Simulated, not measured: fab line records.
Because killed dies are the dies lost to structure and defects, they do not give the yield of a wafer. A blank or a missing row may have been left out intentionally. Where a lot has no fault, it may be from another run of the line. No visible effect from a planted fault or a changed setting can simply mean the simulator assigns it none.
Struck lot and sound lot, side by side / flow sky130 / 15 steps out of a route of 708
Sound: wafers L607.1, L607.3, L607.6. Wafers L617.3, L617.5, L617.6 were the ones struck. At the end, the cause is stated.
At each step with rows: each side's tool, then ch and its chambers, then its first start. Under that, the readings that differ: sound wafers / struck wafers / difference of the means / sigmas: that difference in standard deviations of wafers without a fault.
alike: readings whose means differ by less than 2 such deviations, and words and numbers that are the same on both sides. not compared: withheld readings, readings that some wafer has no value for, bounds like >300 that may hide the same value, and numbers for which the record gives no deviation and whose values overlap.
The two part at a step that has a row with sigmas, a row that says differs or no value, or rows on one side only. Non-overlapping numbers with no deviation appear without sigmas and do not part them. A reading missing from all wafers of one side parts the sides only when that side holds two or more wafers.

SKY_VT_ADJUST_HVTR_OVL_MEAS_08:
  sound on overlay-01 at day 11 20:15; struck on overlay-02 at day 15 03:19
  alike: VT_ADJUST_HVTR_OVL
after that, 1 step had no rows for these wafers: SKY_VT_ADJUST_HVTR_IMPLANT_09.
SKY_VT_ADJUST_HVTR_STRIP_10: strips in O2/N2.
  sound on plasma-asher-03 ch 0,1, day 11 20:26; struck on plasma-asher-04 ch 0,1, day 15 03:40
  alike: drypump-motor-current-A, oes-product-au, strip-time-to-endpoint-s
  not compared: rf-hours-counter-h
SKY_VT_ADJUST_HVTR_TW_MEAS_11:
  sound on film-metro-01 at day 11 20:32; struck on film-metro-01 at day 15 03:46
  alike: VT_ADJUST_HVTR_TW
then, 7 steps without rows for these wafers: SKY_VT_ADJUST_PCH_DEHYDRATE_00 (time 60 s); SKY_VT_ADJUST_PCH_HMDS_01 (prime time 60 s); SKY_VT_ADJUST_PCH_COAT_02 (resist thk 3000 nm); SKY_VT_ADJUST_PCH_SOFTBAKE_03; SKY_VT_ADJUST_PCH_EXPOSE_04 (exposes mask NWM, target cd 840 nm); SKY_VT_ADJUST_PCH_PEB_05; SKY_VT_ADJUST_PCH_DEVELOP_06 (develop time 60 s).
SKY_VT_ADJUST_PCH_OVL_MEAS_07:
  sound on overlay-02 at day 12 20:48; struck on overlay-01 at day 16 07:07
  alike: VT_ADJUST_PCH_OVL
SKY_VT_ADJUST_PCH_IMPLANT_08:
  sound on implanter-02 ch 0, day 12 20:50; struck on implanter-02 ch 0, day 16 07:11
reading=dose-ions-cm2; sound=5e+11 5.01e+11 5.006e+11; struck=4.43e+11 4.419e+11 4.423e+11; difference=-5.81e+10; sigmas=-99 or more
reading=faraday-current-uA; sound=2.69 2.93 2.81; struck=2.50 2.63 2.45; difference=-0.28; sigmas=-4
SKY_VT_ADJUST_PCH_STRIP_09: strips in O2/N2.
  sound on plasma-asher-01 ch 0,1, day 12 20:59; struck on plasma-asher-04 ch 0,1, day 16 07:19
  alike: drypump-motor-current-A, oes-product-au, strip-time-to-endpoint-s
  not compared: rf-hours-counter-h
-- the record jumps here: 34 days lie between the struck wafers' starts before and after (it left off in module VT_ADJUST_PCH and takes up again in module PAD_OPEN, whose first step shown is number 708 of the route) --
SKY_PAD_OPEN_PROBE_99:
  sound on prober-01 at day 47 17:20; struck on prober-01 at day 50 01:58
reading=model.etest.pfet_16v.vt-v (V); sound=-1.091 -1.101 -1.098; struck=-1.105 -1.105 -1.108; difference=-0.009; sigmas=
reading=model.etest.pfet-g5v0d10v5.vt-long-v (V); sound=-0.9222 -0.9255 -0.9282; struck=-0.9299 -0.933 -0.9363; difference=-0.0078; sigmas=
  alike: killed_at_M0_to_M3, killed_at_M4_up, killed-at-contacts, killed-at-front-end, killed-at-other, killed-dies, killed-open, killed-short

## WHERE THEY PART
Only at SKY_VT_ADJUST_PCH_IMPLANT_08, as far as this record shows. Later steps at which nothing parts them and some readings are alike: SKY_VT_ADJUST_PCH_STRIP_09, SKY_PAD_OPEN_PROBE_99.

WHY: the cause the simulator had injected
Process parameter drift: implanter-02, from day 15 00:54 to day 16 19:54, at SKY_VT_ADJUST_PCH_IMPLANT_08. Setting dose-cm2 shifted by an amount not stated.
